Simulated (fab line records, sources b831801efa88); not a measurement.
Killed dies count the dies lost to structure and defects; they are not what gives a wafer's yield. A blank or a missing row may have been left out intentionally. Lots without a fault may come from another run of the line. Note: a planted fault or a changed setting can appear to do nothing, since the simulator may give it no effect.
Which tool is to blame? | flow sky130 | 21 wafers from 7 lots sampled at 2 of the route's 708 steps

== WHAT THE GAUGES SHOWED, per wafer ==
SKY_POLY_GATE_THK_MEAS_01.
lot  | measured     | on            | POLY_GATE_CVD_00_THK (nm)
L626 | day 14 08:32 | film_metro-02 | 181.3 181.2 181.5
L630 | day 16 00:29 | film_metro-02 | 181.7 182.4 181.2
L632 | day 17 02:58 | film_metro-01 | 180.1 181.4 181.1
L637 | day 18 13:33 | film_metro-02 | 178.4 179.8 180.6
L643 | day 20 13:08 | film_metro-04 | 178.7 178.4 180.0
L645 | day 20 22:13 | film_metro-04 | 178.4 178.0 179.8
L647 | day 21 17:49 | film_metro-01 | 176.6 177.7 176.9

== EACH LOT AND THE TOOL THAT RAN IT (in order: tool; ch and the chambers of the sampled wafers; start) ==
lot  | SKY_VT_ADJUST_HVTR_STRIP_10
L626 | plasma_asher-03 ch 0,1, day 9 18:37
L630 | plasma_asher-04 ch 1, day 11 01:25
L632 | plasma_asher-01 ch 0,1, day 11 16:34
L637 | plasma_asher-04 ch 0,1, day 13 12:17
L643 | plasma_asher-01 ch 0,1, day 15 02:31
L645 | plasma_asher-03 ch 1, day 15 11:28
L647 | plasma_asher-03 ch 0,1, day 16 05:17
- SKY_VT_ADJUST_HVTR_STRIP_10: strips in O2/N2.

== THE ANSWER, worked out from the rows above alone ==
Rule: what is usual is taken from the lots themselves. Put in order of their means at a reading, lots are off if they are a third of the lots or fewer, leave a main group of 4 or more, and stand apart from it by a gap of 3 or more times the standard deviation of the main group's means; of several such gaps the widest counts. The tables above print the reading to a certain number of digits; a main group whose means all agree to those digits is not used. Also off: a lot with no number at a reading for which 4 or more lots have one. All remaining lots with rows at the step are treated as sound.
Nothing can be told from this: no lot is off at any reading shown.

== WHAT THE SIMULATOR PUT IN ==
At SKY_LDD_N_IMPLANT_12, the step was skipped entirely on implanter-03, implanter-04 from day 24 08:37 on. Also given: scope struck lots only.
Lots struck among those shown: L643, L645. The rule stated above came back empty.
